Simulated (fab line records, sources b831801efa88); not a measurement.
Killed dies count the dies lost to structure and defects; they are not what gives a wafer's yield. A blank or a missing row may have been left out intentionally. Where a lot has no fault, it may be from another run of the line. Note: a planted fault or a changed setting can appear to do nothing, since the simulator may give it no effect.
A struck lot beside a sound one | flow sky130 | 15 out of 708 route steps
Sound: these wafers, L265.1, L265.3, L265.6. Wafers struck: L277.1, L277.2, L277.4. The cause is given at the end.
At each step with rows: each side's tool, then ch and its chambers, then its first start. Under that, the readings that differ: sound wafers | struck wafers | difference of the means | sigmas: that difference in standard deviations of wafers without a fault.
alike: words and numbers the same on both sides, and readings whose means are apart by under 2 such deviations; not compared: readings that were withheld, readings missing a value for some wafer, numbers with overlapping values and no deviation given by the record, and bounds like >300 which may hide the same value.
A row with sigmas, a row that says differs or no value, or rows on one side alone: a step with any of these is where the two part. Numbers that don't overlap but have no deviation are shown without sigmas and don't part them. Lack of a reading on every wafer of one side parts them only where that side has two or more wafers.

first, 1 step without rows for these wafers: SKY_CONTACT_ETCH_17 (etches SiO2 in C4F8/O2/Ar, stops on Si3N4, target depth 340 nm).
SKY_CONTACT_ETCH_18: etches Si3N4 in CHF3/O2, stops on TiN, time 39 s, target depth 75 nm.
  sound on rie_diel-01 ch 0,1,3; struck on rie_diel-03 ch 0,2,3
  alike: O2_flow_sccm, drypump_motor_current_A, oes_product_au, throttle_valve_pct
  not compared: rf_hours_counter_h
then, 4 steps without rows for these wafers: SKY_CONTACT_STRIP_19 (strips in O2/N2); SKY_CONTACT_STRIP_20 (strips in post etch residue remover, time 1200 s); SKY_CONTACT_CLEAN_21 (cleans in IPA, time 180 s); SKY_CONTACT_CLEAN_22 (cleans in O3/DIW).
SKY_CONTACT_SPUTTER_23: material TiN, target thk 20 nm, time 80 s.
  sound on pvd_sputter-04, day 31 04:26; struck on pvd_sputter-04, day 35 04:32
  alike: cathode_dc_power_W, chamber_pressure_pa, throttle_valve_pct
SKY_CONTACT_CVD_24: deposits W, target thk 340 nm, time 102.12 s.
  sound on cvd_w-02 ch 1, day 31 04:29; struck on cvd_w-01 ch 0,1, day 35 04:36
  alike: heater_power_w
SKY_CONTACT_RS_MEAS_25: uses a four-point probe to measure.
  sound on film_metro-02, day 31 04:43; struck on film_metro-04, day 35 04:43
  alike: CONTACT_W_RS
SKY_CONTACT_THK_MEAS_26: measures by xrf.
  sound on film_metro-02, day 31 04:50; struck on film_metro-04, day 35 04:50
  alike: CONTACT_W_THK
then, 1 step without rows for these wafers: SKY_CONTACT_CMP_27 (polishes, stops on SiO2, t overpolish 15 s, target thk 0 nm).
SKY_METAL1_SPUTTER_00: material Ti, target thk 15 nm, time 10 s.
  sound on pvd_sputter-02, day 31 05:11; struck on pvd_sputter-02, day 35 05:11
  alike: cathode_dc_power_W, chamber_pressure_pa, throttle_valve_pct
SKY_METAL1_SPUTTER_01: material TiN, target thk 20 nm, time 16.7 s.
  sound on pvd_sputter-02, day 31 05:13; struck on pvd_sputter-02, day 35 05:13
  no value came back on the struck wafers for cathode_dc_power_W (W), chamber_pressure_pa (Pa), throttle_valve_pct (%); on the sound wafers cathode_dc_power_W (W) reads 6498.8 6498.9 6501.3
SKY_METAL1_SPUTTER_02: material AlCu, target thk 250 nm, time 13.3 s.
  sound on pvd_sputter-02, day 31 05:14; struck on pvd_sputter-02, day 35 05:14
  alike: cathode_dc_power_W, chamber_pressure_pa, throttle_valve_pct
-- the record jumps here: 13 days lie between the struck wafers' starts before and after (it left off in module METAL1 and takes up again in module PAD_OPEN, whose first step shown is number 708 of the route) --
SKY_PAD_OPEN_PROBE_99:
  sound on prober-01, day 45 13:01; struck on prober-01, day 48 12:40
  reading                       | sound                | struck              | difference | sigmas
  model.etest.mcon_chain.rc_ohm | 17.1 16.41 16.13     | 16.11 15.73 15.09   | -0.90      |
  model.etest.met1.line_ohm_um  | 0.8844 0.9072 0.9199 | 1.077 1.029 1.026   | +0.140     |
  model.etest.met1.rs_ohm_sq    | 0.1255 0.1279 0.127  | 0.1499 0.1478 0.148 | +0.0218    |
  alike: defect_limited_yield, killed_at_M0_to_M3, killed_at_M4_up, killed_at_contacts, killed_at_front_end, killed_at_other, killed_dies, killed_open, killed_short, sort_bin_3_pad_short, sort_bin_5_function, sort_bin_6_memory, sort_n_pass, sort_yield_pct

## WHERE THEY PART
Within this record, at SKY_METAL1_SPUTTER_01 only. Later steps at which nothing parts them and some readings are alike: SKY_METAL1_SPUTTER_02, SKY_PAD_OPEN_PROBE_99.

WHY: what had been put in by the simulator
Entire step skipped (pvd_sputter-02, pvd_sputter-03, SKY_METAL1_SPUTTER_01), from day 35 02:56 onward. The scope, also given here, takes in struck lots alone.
